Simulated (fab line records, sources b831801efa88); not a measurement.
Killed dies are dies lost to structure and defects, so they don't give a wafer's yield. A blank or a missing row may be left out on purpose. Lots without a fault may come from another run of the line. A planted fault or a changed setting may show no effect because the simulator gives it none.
One fault seen from 2 desks | flow gf180mcu | each desk has only its own numbers; what lay behind them comes last

THE TOOL OWNER'S DESK: cvd_w-01
The tool's own readings at GF_V1_CVD_23 (deposits W, target thk 350 nm, time 105.05 s): means of the sampled wafers that have a number, for each lot that ran on this tool. A lot is out of limits, marked OUT, if its mean lies more than 4 standard deviations from the usual mean; the brackets give that distance.
Columns: A = heater_power_outer_w at GF_V1_CVD_23, usual 470 W; B = heater_power_w at GF_V1_CVD_23, usual 782 W
lot  | first seen here | A   | B
L713 | day 18 18:25    | 479 | 762
L722 | day 22 08:04    | 473 | 798
L726 | day 23 15:50    | 469 | 800
L728 | day 24 09:08    | 496 | 740
L734 | day 26 11:10    | 471 | 830
This desk's finding: nothing out of limits on any of the 5 lots.

THE METROLOGY DESK
What the gauges read, lot by lot, whatever tool the lot ran on: means of the sampled wafers that have a number. A lot is out of limits, marked OUT, if its mean lies more than 4 standard deviations from the usual mean; the brackets give that distance.
Columns: A = V1_W_RS at GF_V1_RS_MEAS_24, usual 0.3269 ohm/sq; B = V1_W_THK at GF_V1_THK_MEAS_25, usual 361 nm; C = M2_ALCU_RS at GF_M2_RS_MEAS_05, usual 0.0694 ohm/sq
lot  | first seen here | A                | B             | C
L711 | day 18 00:14    | 0.3295           | 359           | 0.0685
L713 | day 18 18:32    | 0.3286           | 362           | 0.0692
L714 | day 19 04:20    | 0.3268           | 359           | 0.0686
L721 | day 22 01:12    | 0.3301           | 356           | 0.0688
L722 | day 22 08:11    | 0.3258           | 362           | 0.0687
L726 | day 23 15:58    | 0.4244 (+32) OUT | 278 (-18) OUT | 0.0702
L727 | day 23 22:26    | 0.3258           | 362           | 0.0689
L728 | day 24 09:16    | 0.4208 (+31) OUT | 275 (-19) OUT | 0.0700
L731 | day 25 03:32    | 0.3292           | 362           | 0.0699
L733 | day 25 18:19    | 0.3294           | 360           | 0.0685
L734 | day 26 11:17    | 0.3274           | 363           | 0.0705
This desk's finding: out of limits on L726, L728; first on L726, day 23 15:58 (V1_W_RS at GF_V1_RS_MEAS_24). In limits: L711, L713, L714, L721, L722, L727, L731, L733, L734.

PUT TOGETHER
The metrology desk could have raised an alarm at day 23 15:58, on L726, L728.
The tool owner's desk saw nothing out of limits.
The tool owner's desk has L726, L728 on record, within its limits.
Of the lots named, all ran GF_V1_CVD_23 on cvd_w-01.

WHAT THE SIMULATOR HAD PUT IN
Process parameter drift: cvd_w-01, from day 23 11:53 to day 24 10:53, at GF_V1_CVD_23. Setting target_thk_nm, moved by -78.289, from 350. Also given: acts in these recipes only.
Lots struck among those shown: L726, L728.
Hours from the fault's start to each desk's first reading out of limits: the metrology desk, 4.
